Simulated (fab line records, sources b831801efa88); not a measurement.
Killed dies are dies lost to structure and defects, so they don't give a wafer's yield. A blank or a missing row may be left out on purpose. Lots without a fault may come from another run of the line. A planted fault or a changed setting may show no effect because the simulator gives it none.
A struck lot beside a sound one | flow sky130 | 15 steps out of a route of 708
Sound: wafers L914.1, L914.2, L914.4. Struck: wafers L929.2, L929.3, L929.4. The cause comes at the end.
At each step with rows: each side's tool, then ch and its chambers, then its first start. Under that, the readings that differ: sound wafers | struck wafers | difference of the means | sigmas: that difference in standard deviations of wafers without a fault.
alike: readings whose means differ by less than 2 such deviations, and words and numbers that are the same on both sides. not compared: withheld readings, readings that some wafer has no value for, bounds like >300 that may hide the same value, and numbers for which the record gives no deviation and whose values overlap.
The two part at a step that has a row with sigmas, a row that says differs or no value, or rows on one side only. Numbers that don't overlap but have no deviation are shown without sigmas and don't part them. A reading that every wafer of one side lacks parts them only if that side has two wafers or more.

first, 5 steps without rows for these wafers: SKY_LDD_N_COAT_02 (resist thk 300 nm); SKY_LDD_N_SOFTBAKE_03 (time 60 s); SKY_LDD_N_EXPOSE_04 (exposes mask NTM, target cd 840 nm); SKY_LDD_N_PEB_05; SKY_LDD_N_DEVELOP_06 (develop time 60 s).
SKY_LDD_N_OVL_MEAS_07:
  sound on overlay-01, day 19 23:19; struck on overlay-01, day 25 10:08
  alike: LDD_N_OVL
then, 6 steps without rows for these wafers: SKY_LDD_N_IMPLANT_08; SKY_LDD_N_IMPLANT_09; SKY_LDD_N_IMPLANT_10; SKY_LDD_N_IMPLANT_11; SKY_LDD_N_IMPLANT_12; SKY_LDD_N_IMPLANT_13.
SKY_LDD_N_IMPLANT_14:
  sound on implanter-01 ch 0, day 20 00:15; struck on implanter-01 ch 0, day 25 11:06
  reading            | sound                         | struck                        | difference | sigmas
  dose_ions_cm2      | 4.999e+12 4.997e+12 4.993e+12 | 3.102e+12 3.098e+12 3.113e+12 | -1.892e+12 | -99 or more
  faraday_current_uA | 28.6 28.1 27.2                | 17.1 17.4 17.6                | -10.6      | -19
  alike: rotation_deg
then, 1 step without rows for these wafers: SKY_LDD_N_IMPLANT_15.
-- the record jumps here: 25 days lie between the struck wafers' starts before and after (it left off in module LDD_N and takes up again in module PAD_OPEN, whose first step shown is number 708 of the route) --
SKY_PAD_OPEN_PROBE_99:
  sound on prober-02, day 47 13:29; struck on prober-01, day 50 18:58
  reading                                    | sound                | struck               | difference | sigmas
  killed_dies                                | 104 100 99           | 85 78 61             | -26        | -2
  killed_open                                | 63 54 62             | 52 43 34             | -17        | -2
  model.etest.nfet_01v8_swapped.vt_sat_v (V) | 0.6503 0.6584 0.665  | 0.6164 0.6165 0.619  | -0.0406    |
  model.etest.nfet_01v8_swapped.vt_v (V)     | 0.7013 0.7088 0.7103 | 0.6822 0.6834 0.6867 | -0.0227    |
  model.etest.nfet_01v8_lvt.vt_v (V)         | 0.609 0.6159 0.6182  | 0.5951 0.5954 0.5957 | -0.0190    |
  model.etest.nfet_01v8.vt_v (V)             | 0.7014 0.7087 0.7102 | 0.6824 0.6841 0.6877 | -0.0220    |
  alike: killed_at_M0_to_M3, killed_at_M4_up, killed_at_contacts, killed_at_front_end, killed_at_other, killed_short

WHERE THEY PART
First at SKY_LDD_N_IMPLANT_14; last, within this record, at SKY_PAD_OPEN_PROBE_99.

WHY: what the simulator had put in
Process parameter drift: implanter-01, from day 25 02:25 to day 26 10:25, at SKY_LDD_N_IMPLANT_14. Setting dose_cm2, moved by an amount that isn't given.
